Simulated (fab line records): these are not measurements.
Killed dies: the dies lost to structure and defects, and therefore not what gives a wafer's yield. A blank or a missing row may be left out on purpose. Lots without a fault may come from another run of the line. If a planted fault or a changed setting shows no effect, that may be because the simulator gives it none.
Split-lot experiment :: flow sky130 :: 23 wafers read from 5 lots, route of 708 steps

ABOUT THE SPLIT
At SKY_NWELL_IMPLANT_11, the setting dose-cm2 was moved away from the recipe's 1.9e+13 on 9 of the 23 wafers read, by -7.1% to +2.2%. All remaining wafers had this setting at the recipe value.

FROM THE SPLIT TO THE READING: what the file shows between them, 4 steps
- SKY_NWELL_IMPLANT_12
- SKY_NWELL_IMPLANT_13
- SKY_NWELL_CLEAN_27: cleans in SC1/SC2, time 150 s
- SKY_NWELL_RTA_28: time 30 s

THE READING
At SKY_NWELL_RS_MEAS_29, a four-point-probe measurement gives NWELL_RS in ohm/sq. Fault-free wafers of this fab line usually give 624.3 ohm/sq, standard deviation 1.4 ohm/sq.

wafer: L078.2
tool, chamber at the split: implanter-02, 0
dose-cm2 as run: 1.9e+13
against the recipe: recipe
NWELL_RS, ohm/sq: 624.3
against lot-mates on the recipe: -

wafer: L078.4
tool, chamber at the split: implanter-02, 0
dose-cm2 as run: 1.9e+13
against the recipe: recipe
NWELL_RS, ohm/sq: 626.0
against lot-mates on the recipe: -

wafer: L078.6
tool, chamber at the split: implanter-02, 0
dose-cm2 as run: 1.9e+13
against the recipe: recipe
NWELL_RS, ohm/sq: 626.0
against lot-mates on the recipe: -

wafer: L079.1
tool, chamber at the split: implanter-04, 0
dose-cm2 as run: 1.9e+13
against the recipe: recipe
NWELL_RS, ohm/sq: 623.2
against lot-mates on the recipe: -

wafer: L079.2
tool, chamber at the split: implanter-04, 0
dose-cm2 as run: 1.9e+13
against the recipe: recipe
NWELL_RS, ohm/sq: 625.3
against lot-mates on the recipe: -

wafer: L079.3
tool, chamber at the split: implanter-04, 0
dose-cm2 as run: 1.9e+13
against the recipe: recipe
NWELL_RS, ohm/sq: 624.6
against lot-mates on the recipe: -

wafer: L079.5
tool, chamber at the split: implanter-04, 0
dose-cm2 as run: 1.778e+13
against the recipe: -6.4%
NWELL_RS, ohm/sq: 648.0
against lot-mates on the recipe: +23.6

wafer: L079.6
tool, chamber at the split: implanter-04, 0
dose-cm2 as run: 1.778e+13
against the recipe: -6.4%
NWELL_RS, ohm/sq: 644.9
against lot-mates on the recipe: +20.5

wafer: L081.1
tool, chamber at the split: implanter-04, 0
dose-cm2 as run: 1.9e+13
against the recipe: recipe
NWELL_RS, ohm/sq: 624.7
against lot-mates on the recipe: -

wafer: L081.2
tool, chamber at the split: implanter-04, 0
dose-cm2 as run: 1.9e+13
against the recipe: recipe
NWELL_RS, ohm/sq: 623.8
against lot-mates on the recipe: -

wafer: L081.3
tool, chamber at the split: implanter-04, 0
dose-cm2 as run: 1.941e+13
against the recipe: +2.2%
NWELL_RS, ohm/sq: 617.5
against lot-mates on the recipe: -6.6

wafer: L081.5
tool, chamber at the split: implanter-04, 0
dose-cm2 as run: 1.941e+13
against the recipe: +2.2%
NWELL_RS, ohm/sq: 617.3
against lot-mates on the recipe: -6.8

wafer: L081.6
tool, chamber at the split: implanter-04, 0
dose-cm2 as run: 1.9e+13
against the recipe: recipe
NWELL_RS, ohm/sq: 623.9
against lot-mates on the recipe: -

wafer: L082.1
tool, chamber at the split: implanter-02, 0
dose-cm2 as run: 1.845e+13
against the recipe: -2.9%
NWELL_RS, ohm/sq: 634.4
against lot-mates on the recipe: +10.6

wafer: L082.3
tool, chamber at the split: implanter-02, 0
dose-cm2 as run: 1.9e+13
against the recipe: recipe
NWELL_RS, ohm/sq: 623.6
against lot-mates on the recipe: -

wafer: L082.4
tool, chamber at the split: implanter-02, 0
dose-cm2 as run: 1.9e+13
against the recipe: recipe
NWELL_RS, ohm/sq: 623.8
against lot-mates on the recipe: -

wafer: L082.5
tool, chamber at the split: implanter-02, 0
dose-cm2 as run: 1.9e+13
against the recipe: recipe
NWELL_RS, ohm/sq: 624.1
against lot-mates on the recipe: -

wafer: L082.6
tool, chamber at the split: implanter-02, 0
dose-cm2 as run: 1.845e+13
against the recipe: -2.9%
NWELL_RS, ohm/sq: 633.7
against lot-mates on the recipe: +9.9

wafer: L084.1
tool, chamber at the split: implanter-04, 0
dose-cm2 as run: 1.766e+13
against the recipe: -7.1%
NWELL_RS, ohm/sq: 649.4
against lot-mates on the recipe: +24.9

wafer: L084.2
tool, chamber at the split: implanter-04, 0
dose-cm2 as run: 1.9e+13
against the recipe: recipe
NWELL_RS, ohm/sq: 625.0
against lot-mates on the recipe: -

wafer: L084.3
tool, chamber at the split: implanter-04, 0
dose-cm2 as run: 1.9e+13
against the recipe: recipe
NWELL_RS, ohm/sq: 623.9
against lot-mates on the recipe: -

wafer: L084.5
tool, chamber at the split: implanter-04, 0
dose-cm2 as run: 1.766e+13
against the recipe: -7.1%
NWELL_RS, ohm/sq: 648.0
against lot-mates on the recipe: +23.5

wafer: L084.6
tool, chamber at the split: implanter-04, 0
dose-cm2 as run: 1.766e+13
against the recipe: -7.1%
NWELL_RS, ohm/sq: 651.4
against lot-mates on the recipe: +26.9

FIT RESULTS
A straight line over all 23 wafers: NWELL_RS changes by -3.49 ohm/sq for each +1% of dose-cm2; r = -1.00; the points scatter about the line by 1 ohm/sq.
The same after taking each lot's own level away (the mean of its wafers on the recipe; 23 wafers): -3.49 ohm/sq for each +1%; r = -1.00; scatter 0.94 ohm/sq.
That fit puts the effect of the largest move of dose-cm2 on the reading at 25 ohm/sq.
Measured against the standard deviation above, the lots' own levels, which go from 623.83 to 625.43 ohm/sq, span 1.1 times it.
The two slopes are in agreement: the lot-to-lot level therefore moves the slope only a little.
Check: for one of the wafers moved furthest among these (-7.1%), held out of the fit, the line's prediction against its lot-mates is +24.7 ohm/sq. Against them it came out at +24.9 ohm/sq.

OTHER SPLITS APPLIED TO THESE WAFERS
Note: prior to the reading, these wafers also went through further splits. Each is held against what the fit with the lots' levels taken away leaves over:
other split on the same wafers: SKY_FIELD_ISO_COAT_08 spin-rpm
wafers away from the commonest value: 8
r with NWELL_RS (lot level and that fit taken away): -0.48

other split on the same wafers: SKY_FIELD_ISO_ETCH_14 source-w
wafers away from the commonest value: 9
r with NWELL_RS (lot level and that fit taken away): -0.28

FILE'S OWN FIT
NWELL_RS changes by -3.5 ohm/sq for each +1% of dose-cm2, r = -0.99.
